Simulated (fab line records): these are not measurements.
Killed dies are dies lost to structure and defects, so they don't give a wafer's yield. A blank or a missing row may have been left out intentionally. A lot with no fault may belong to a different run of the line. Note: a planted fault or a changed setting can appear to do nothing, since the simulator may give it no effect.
Which tool did it? | flow sky130 | Sampling: 6 lots, 17 wafers, 2 of 708 route steps

== WHAT THE GAUGES READ, wafer by wafer ==
SKY_CAPM_RS_MEAS_03: uses a four-point probe to measure.
lot  | measured     | on            | CAPM_TIN_RS (ohm/sq)
L856 | day 37 12:41 | film_metro-03 | 6.91 6.84 6.91
L858 | day 37 19:05 | film_metro-03 | 6.84 6.88 6.77
L860 | day 39 00:11 | film_metro-04 | 6.91 6.82 6.94
L869 | day 40 20:34 | film_metro-04 | 6.85 7.09
L875 | day 42 09:43 | film_metro-02 | 6.86 6.93 6.93
L877 | day 42 17:25 | film_metro-02 | 6.80 6.90 6.93

== WHAT TOOL EACH LOT RAN ON (gives the tool, then ch and the chambers of the sampled wafers, and finally the start) ==
lot  | SKY_CAPM_SPUTTER_02
L856 | pvd_sputter-01, day 37 12:32
L858 | pvd_sputter-01, day 37 18:57
L860 | pvd_sputter-01, day 39 00:05
L869 | pvd_sputter-03, day 40 20:25
L875 | pvd_sputter-01, day 42 09:34
L877 | pvd_sputter-01, day 42 17:19
- SKY_CAPM_SPUTTER_02: material TiN, target thk 200 nm, time 166.7 s.

== THE ANSWER, worked out from the rows above alone ==
Rule: the usual values come from the lots themselves. Put in order of their means at a reading, lots are off if they are a third of the lots or fewer, leave a main group of 4 or more, and stand apart from it by a gap of 3 or more times the standard deviation of the main group's means; of several such gaps the widest counts. A main group is skipped when, at the precision printed for the reading in the tables above, its means are all equal. Also off: a lot with no number at a reading for which 4 or more lots have one. All remaining lots with rows at the step are treated as sound.
None of the lots is off at any reading shown; this tells nothing.

== WHAT WAS PUT IN BY THE SIMULATOR ==
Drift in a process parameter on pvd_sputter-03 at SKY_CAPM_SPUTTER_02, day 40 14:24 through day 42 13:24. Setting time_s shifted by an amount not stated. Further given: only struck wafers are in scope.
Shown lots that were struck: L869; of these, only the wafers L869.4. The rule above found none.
